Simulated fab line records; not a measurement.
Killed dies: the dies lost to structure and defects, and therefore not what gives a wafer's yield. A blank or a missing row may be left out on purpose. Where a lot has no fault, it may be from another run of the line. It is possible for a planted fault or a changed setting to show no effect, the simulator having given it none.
Comparing a struck lot with a sound one :: flow gf180mcu :: 21 out of 602 route steps
Sound: these wafers, L432.1, L432.2, L432.3. Struck: wafer L441.4 (L441.3, L441.5, from the same lot, were not struck and are left out); the cause is given at the end.
At each step with rows: each side's tool, then ch and its chambers, then its first start. Under that, the readings that differ: sound wafers :: struck wafers :: difference of the means :: sigmas: that difference in standard deviations of wafers without a fault.
alike: a reading whose means differ by less than 2 such deviations, as well as words and numbers matching on both sides. not compared: withheld readings; readings where some wafer has no value; bounds like >300 that might hide an equal value; numbers whose values overlap and for which the record gives no deviation.
A row with sigmas, a row that says differs or no value, or rows on one side alone: a step with any of these is where the two part. Non-overlapping numbers with no deviation appear without sigmas and do not part them. Lack of a reading on every wafer of one side parts them only where that side has two or more wafers.

first, 2 steps without rows for these wafers: GF_M5_CLEAN_13 (cleans in DIW); GF_V5_CVD_00 (deposits SiO2, target thk 300 nm, time 50 s).
GF_V5_THK_MEAS_01:
  sound on filmMetro-01 at day 26 07:47; struck on filmMetro-03 at day 29 07:06
reading: V5_CVD_00_THK (nm)
sound: 307 308 306
struck: 299
difference: -8
sigmas: -2
GF_V5_CVD_02: deposits SiO2 from TEOS, target thk 1450 nm, time 163.28 s.
  sound on pecvd-04 ch 0,1,2, day 26 07:50; struck on pecvd-04 ch 0, day 29 07:08
  alike: heaterPowerW
GF_V5_THK_MEAS_03:
  sound on filmMetro-04 at day 26 07:57; struck on filmMetro-03 at day 29 07:16
  alike: V5_CVD_02_THK
GF_V5_CMP_04: polishes SiO2.
  sound on cmp-01 ch 1,2,3, day 26 08:04; struck on cmp-01 ch 2, day 29 07:19
  alike: motorCurrentA, slurryFlowMlMin
GF_V5_BOW_MEAS_05:
  sound on filmMetro-01 at day 26 08:19; struck on filmMetro-01 at day 29 07:39
  alike: V5_BOW
then, 5 steps without rows for these wafers: GF_V5_DEHYDRATE_06 (time 60 s); GF_V5_HMDS_07 (prime time 60 s); GF_V5_COAT_08; GF_V5_COAT_09 (resist thk 1000 nm); GF_V5_SOFTBAKE_10 (time 60 s).
GF_V5_EXPOSE_11: exposes mask Via5, target cd 260 nm.
  sound on krfScanner-01 ch 0, day 26 18:47; struck on krfScanner-01 ch 0, day 29 17:05
  alike: mask
then, 1 step without rows for these wafers: GF_V5_PEB_12 (peb time 90 s).
GF_V5_DEVELOP_13: develop time 60 s.
  sound on lithoTrack-03 ch 0, day 27 04:18; struck on lithoTrack-01 ch 0, day 30 02:27
reading: model.V5.cdNm (nm)
sound: 262.5 261.6 263
struck: 264.5
difference: +2.1
sigmas: 
GF_V5_CD_MEAS_14: the cd target is 260 nm.
  sound on cdSem-02 at day 27 04:27; struck on cdSem-01 at day 30 02:35
  alike: cdNm
GF_V5_OVL_MEAS_15:
  sound on overlay-02 at day 27 04:34; struck on overlay-01 at day 30 02:41
reading: V5_OVL (nm)
sound: 0 -3 0
struck: 10
difference: +11
sigmas: +2
GF_V5_ETCH_16: etches BARC in N2/H2.
  sound on rieDiel-04 ch 1,2,3, day 27 04:37; struck on rieDiel-03 ch 0, day 30 02:42
  alike: drypumpMotorCurrentA, oesProductAu, throttleValvePct
GF_V5_ETCH_17: etches SiO2 in C4F8/O2/Ar, stops on TiN, target depth 855 nm.
  sound: rieDiel-04 ch 1,2,3; struck: rieDiel-03 ch 0
reading: model.V5.cdNm (nm)
sound: 264.4 260.8 261.9
struck: 265.7
difference: +3.3
sigmas: 
  alike: oesProductAu
GF_V5_STRIP_18: strips in O2/N2.
  sound on plasmaAsher-02 ch 0,1, day 27 04:46; struck on plasmaAsher-02 ch 1, day 30 02:53
  alike: drypumpMotorCurrentA, heaterPowerW, oesProductAu
  not compared: rfHoursCounterH
GF_PASSIVATION_PROBE_99:
  only the struck wafers here have rows in the record (prober-02, day 31 19:34); the sound ones have none

## WHERE THEY PART
At GF_V5_THK_MEAS_01 first; at GF_PASSIVATION_PROBE_99 last (within this record only).

WHY: what had been put in by the simulator
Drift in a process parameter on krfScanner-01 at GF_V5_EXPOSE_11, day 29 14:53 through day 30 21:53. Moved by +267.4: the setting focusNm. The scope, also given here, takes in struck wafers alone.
